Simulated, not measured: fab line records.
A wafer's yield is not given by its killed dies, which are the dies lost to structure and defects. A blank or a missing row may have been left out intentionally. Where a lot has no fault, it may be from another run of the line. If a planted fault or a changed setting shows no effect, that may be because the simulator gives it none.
Which of the tools did it? / flow sky130 / 45 wafers from 15 lots sampled at 4 of the route's 708 steps

WHAT THE GAUGES SHOWED, per wafer
SKY_SONOS_ONO_CD_MEAS_13: the cd target is 410 nm. Usual: cdNm 409.8 nm, standard deviation 2.1.
lot=L299; measured=day 12 09:08; on=cdSem-02; cdNm (nm)=405.8 404.4 405.0; flag=
lot=L300; measured=day 12 16:56; on=cdSem-01; cdNm (nm)=409.3 410.7 406.7; flag=
lot=L301; measured=day 12 18:21; on=cdSem-01; cdNm (nm)=411.5 409.8 409.5; flag=
lot=L302; measured=day 13 05:18; on=cdSem-02; cdNm (nm)=411.3 411.5 410.0; flag=
lot=L303; measured=day 13 15:04; on=cdSem-02; cdNm (nm)=412.6 411.7 413.7; flag=
lot=L307; measured=day 14 19:53; on=cdSem-02; cdNm (nm)=409.8 410.5 410.3; flag=
lot=L308; measured=day 15 12:34; on=cdSem-02; cdNm (nm)=408.9 409.9 410.0; flag=
lot=L309; measured=day 15 21:11; on=cdSem-02; cdNm (nm)=409.4 408.7 409.5; flag=
lot=L315; measured=day 18 13:26; on=cdSem-02; cdNm (nm)=408.5 409.2 408.1; flag=
lot=L312; measured=day 18 20:35; on=cdSem-02; cdNm (nm)=406.4 409.1 408.0; flag=
lot=L316; measured=day 18 23:39; on=cdSem-02; cdNm (nm)=409.2 413.4 413.3; flag=
lot=L318; measured=day 19 10:59; on=cdSem-01; cdNm (nm)=408.7 408.3 407.1; flag=
lot=L319; measured=day 19 13:09; on=cdSem-01; cdNm (nm)=413.6 413.3 412.4; flag=
lot=L321; measured=day 20 07:02; on=cdSem-02; cdNm (nm)=410.9 411.2 409.6; flag=
lot=L322; measured=day 20 14:54; on=cdSem-01; cdNm (nm)=407.5 406.8 409.6; flag=

SKY_POLY_GATE_CD_MEAS_13: the cd target is 150 nm. Usual: cdNm 149.6 nm, standard deviation 1.3.
lot=L299; measured=day 16 04:27; on=cdSem-01; cdNm (nm)=150.5 147.9 149.8; flag=
lot=L300; measured=day 16 07:10; on=cdSem-01; cdNm (nm)=150.9 150.5 150.8; flag=
lot=L301; measured=day 16 07:55; on=cdSem-01; cdNm (nm)=149.1 149.4 147.9; flag=
lot=L302; measured=day 16 22:29; on=cdSem-01; cdNm (nm)=149.6 151.3 150.0; flag=
lot=L303; measured=day 17 09:43; on=cdSem-01; cdNm (nm)=150.0 149.9 150.3; flag=
lot=L307; measured=day 18 21:14; on=cdSem-02; cdNm (nm)=- - -; flag=OFF
lot=L308; measured=day 19 11:31; on=cdSem-01; cdNm (nm)=- - -; flag=OFF
lot=L309; measured=day 19 21:27; on=cdSem-01; cdNm (nm)=- - -; flag=OFF
lot=L315; measured=day 22 16:35; on=cdSem-01; cdNm (nm)=148.9 149.8 149.3; flag=
lot=L312; measured=day 23 00:50; on=cdSem-01; cdNm (nm)=148.5 149.5 149.5; flag=
lot=L316; measured=day 23 03:48; on=cdSem-01; cdNm (nm)=151.7 151.2 150.9; flag=
lot=L318; measured=day 23 14:21; on=cdSem-02; cdNm (nm)=149.2 150.1 148.9; flag=
lot=L319; measured=day 23 20:58; on=cdSem-02; cdNm (nm)=149.9 148.6 149.6; flag=
lot=L321; measured=day 24 12:45; on=cdSem-01; cdNm (nm)=149.6 149.6 150.3; flag=
lot=L322; measured=day 24 19:38; on=cdSem-01; cdNm (nm)=149.9 149.2 148.4; flag=

SKY_POLY_GATE_CD_MEAS_22. Usual: cdNm 149.4 nm, standard deviation 1.9.
lot=L299; measured=day 16 09:57; on=cdSem-02; cdNm (nm)=149.9 147.8 150.6; flag=
lot=L300; measured=day 16 10:01; on=cdSem-01; cdNm (nm)=149.2 153.2 148.9; flag=
lot=L301; measured=day 16 10:12; on=cdSem-02; cdNm (nm)=149.9 147.5 150.1; flag=
lot=L302; measured=day 17 00:52; on=cdSem-01; cdNm (nm)=151.0 150.5 147.8; flag=
lot=L303; measured=day 17 13:31; on=cdSem-01; cdNm (nm)=148.4 151.5 150.6; flag=
lot=L307; measured=day 19 00:51; on=cdSem-01; cdNm (nm)=- - -; flag=OFF
lot=L308; measured=day 19 14:13; on=cdSem-01; cdNm (nm)=- - -; flag=OFF
lot=L309; measured=day 19 23:53; on=cdSem-02; cdNm (nm)=- - -; flag=OFF
lot=L315; measured=day 22 19:17; on=cdSem-02; cdNm (nm)=147.9 147.4 147.7; flag=
lot=L312; measured=day 23 02:41; on=cdSem-01; cdNm (nm)=149.8 150.3 150.2; flag=
lot=L316; measured=day 23 06:33; on=cdSem-02; cdNm (nm)=153.3 149.8 148.3; flag=
lot=L318; measured=day 23 16:13; on=cdSem-02; cdNm (nm)=148.1 148.1 147.2; flag=
lot=L319; measured=day 23 22:50; on=cdSem-01; cdNm (nm)=151.7 149.7 149.9; flag=
lot=L321; measured=day 24 14:36; on=cdSem-01; cdNm (nm)=149.8 150.1 148.4; flag=
lot=L322; measured=day 24 21:32; on=cdSem-01; cdNm (nm)=151.8 149.7 149.3; flag=

EACH LOT AND THE TOOL THAT RAN IT (in order: tool; ch and the chambers of the sampled wafers; start)
lot=L299; SKY_POLY_GATE_EXPOSE_10=krfScanner-02 ch 0, day 15 15:01
lot=L300; SKY_POLY_GATE_EXPOSE_10=krfScanner-02 ch 0, day 15 17:58
lot=L301; SKY_POLY_GATE_EXPOSE_10=krfScanner-01 ch 0, day 15 18:32
lot=L302; SKY_POLY_GATE_EXPOSE_10=krfScanner-01 ch 0, day 16 08:39
lot=L303; SKY_POLY_GATE_EXPOSE_10=krfScanner-02 ch 0, day 16 19:38
lot=L307; SKY_POLY_GATE_EXPOSE_10=krfScanner-01, day 18 05:53
lot=L308; SKY_POLY_GATE_EXPOSE_10=krfScanner-02, day 18 19:49
lot=L309; SKY_POLY_GATE_EXPOSE_10=krfScanner-02, day 19 06:32
lot=L315; SKY_POLY_GATE_EXPOSE_10=krfScanner-01 ch 0, day 22 01:51
lot=L312; SKY_POLY_GATE_EXPOSE_10=krfScanner-02 ch 0, day 22 09:07
lot=L316; SKY_POLY_GATE_EXPOSE_10=krfScanner-01 ch 0, day 22 12:59
lot=L318; SKY_POLY_GATE_EXPOSE_10=krfScanner-02 ch 0, day 22 22:56
lot=L319; SKY_POLY_GATE_EXPOSE_10=krfScanner-01 ch 0, day 23 06:14
lot=L321; SKY_POLY_GATE_EXPOSE_10=krfScanner-01 ch 0, day 23 21:59
lot=L322; SKY_POLY_GATE_EXPOSE_10=krfScanner-01 ch 0, day 24 04:49
- SKY_POLY_GATE_EXPOSE_10: exposes mask P1M, target cd 150 nm.

AS READ BY THE TOOLS THEMSELVES (means over the sampled wafers that have a number; for cases with no such wafer, the mark the record gives instead)
SKY_POLY_GATE_EXPOSE_10. Usual: exposureDoseMJCm2 27.973, standard deviation 0.027; focusOffsetNm -0.1 nm, standard deviation 0.5.
lot=L299; tool=krfScanner-02; exposureDoseMJCm2=27.959; focusOffsetNm (nm)=-0.5; flag=
lot=L300; tool=krfScanner-02; exposureDoseMJCm2=27.992; focusOffsetNm (nm)=0.0; flag=
lot=L301; tool=krfScanner-01; exposureDoseMJCm2=27.970; focusOffsetNm (nm)=0.3; flag=
lot=L302; tool=krfScanner-01; exposureDoseMJCm2=27.995; focusOffsetNm (nm)=-0.0; flag=
lot=L303; tool=krfScanner-02; exposureDoseMJCm2=27.973; focusOffsetNm (nm)=0.6; flag=
lot=L307; tool=krfScanner-01; exposureDoseMJCm2=-; focusOffsetNm (nm)=-; flag=OFF
lot=L308; tool=krfScanner-02; exposureDoseMJCm2=-; focusOffsetNm (nm)=-; flag=OFF
lot=L309; tool=krfScanner-02; exposureDoseMJCm2=-; focusOffsetNm (nm)=-; flag=OFF
lot=L315; tool=krfScanner-01; exposureDoseMJCm2=27.945; focusOffsetNm (nm)=0.3; flag=
lot=L312; tool=krfScanner-02; exposureDoseMJCm2=27.975; focusOffsetNm (nm)=-0.4; flag=
lot=L316; tool=krfScanner-01; exposureDoseMJCm2=27.995; focusOffsetNm (nm)=-0.5; flag=
lot=L318; tool=krfScanner-02; exposureDoseMJCm2=27.995; focusOffsetNm (nm)=0.4; flag=
lot=L319; tool=krfScanner-01; exposureDoseMJCm2=27.979; focusOffsetNm (nm)=0.2; flag=
lot=L321; tool=krfScanner-01; exposureDoseMJCm2=27.952; focusOffsetNm (nm)=-0.8; flag=
lot=L322; tool=krfScanner-01; exposureDoseMJCm2=27.964; focusOffsetNm (nm)=-0.2; flag=

THE ANSWER, worked out from the rows above alone
Rule: a lot is off if the mean of its wafers that have a number lies more than 3 standard deviations from the usual mean. A lot without any number at a reading at which 4 lots or more have one is off too. Any other lot the step has rows for is counted as sound. Order of review: gauges by route order, followed by the tools' own readings, for which a lot's mean as printed above is used. At the first step where some lot is off, the reading lying furthest off is the one used; lots without a number count as furthest.
Off, at SKY_POLY_GATE_CD_MEAS_13 on cdNm: L307, L308, L309. Without a number there: L307, L308, L309.
A tool fits if, at a process step before that reading, it ran every lot that is off, and no sound lot after the first of them. The gauges at SKY_POLY_GATE_CD_MEAS_13 aren't tried: what is off there is off at SKY_POLY_GATE_EXPOSE_10 too, on other tools, and a gauge's error can't cause that. Not one of the candidates tried fits.

WHAT THE SIMULATOR HAD INSERTED
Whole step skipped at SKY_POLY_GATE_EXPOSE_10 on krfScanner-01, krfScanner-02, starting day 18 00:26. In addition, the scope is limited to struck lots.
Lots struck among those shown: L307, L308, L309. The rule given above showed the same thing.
